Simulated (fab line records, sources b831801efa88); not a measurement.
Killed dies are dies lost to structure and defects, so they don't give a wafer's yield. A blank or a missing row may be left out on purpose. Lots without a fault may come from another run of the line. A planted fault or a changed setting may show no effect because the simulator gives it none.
Chamber matching | flow gf180mcu | GF_MIM_CVD_05 on pecvd-02: 3 sister chambers
The step deposits Si3N4, target thk 42 nm, time 29.086 s. 14 wafers are shown with their chamber, then 7 later ones without.

WAFERS WITH THEIR CHAMBER
wafer  | chamber | heater_power_w (W)
L722.1 | 0       | 657
L722.3 | 2       | 648
L722.4 | 1       | 656
L724.1 | 2       | 585
L724.2 | 1       | 583
L724.3 | 0       | 629
L725.1 | 2       | 623
L725.5 | 1       | 665
L725.6 | 2       | 602
L734.2 | 1       | 659
L734.4 | 2       | 683
L734.5 | 1       | 669
L743.2 | 1       | 633
L743.4 | 0       | 552

SIGNATURES (means of the wafers above)
reading        | chamber 0 | chamber 1 | chamber 2 | scatter within a chamber
heater_power_w | 612.67    | 644.17    | 628.20    | 39.5
Rule: a wafer's distance from a chamber is the root of the sum, over the readings, of the square of ((its reading less the chamber's mean) divided by the reading's scatter). The wafer belongs to the nearest chamber; if the next one is less than 2 further off, it can't be placed. The scatter: the root of (the sum of the squares of (reading less its chamber's mean) over the shown wafers, divided by (wafers less chambers)).

WAFERS WITHOUT THEIR CHAMBER
wafer  | heater_power_w (W)
L743.6 | 624
L744.1 | 661
L744.2 | 574
L744.6 | 575
L745.2 | 688
L745.4 | 680
L745.5 | 657

WHICH CHAMBER EACH WENT THROUGH
wafer  | from the rows above          | in truth
L743.6 | can't be placed: 2 or 0 or 1 | 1
L744.1 | can't be placed: 1 or 2 or 0 | 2
L744.2 | can't be placed: 0 or 2 or 1 | 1
L744.6 | can't be placed: 0 or 2 or 1 | 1
L745.2 | can't be placed: 1 or 2 or 0 | 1
L745.4 | can't be placed: 1 or 2 or 0 | 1
L745.5 | can't be placed: 1 or 2 or 0 | 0
Placed correctly: 0 of 7. Can't be placed from these rows: 7 (the true chamber is among the candidates in 7). Placed wrongly: 0.
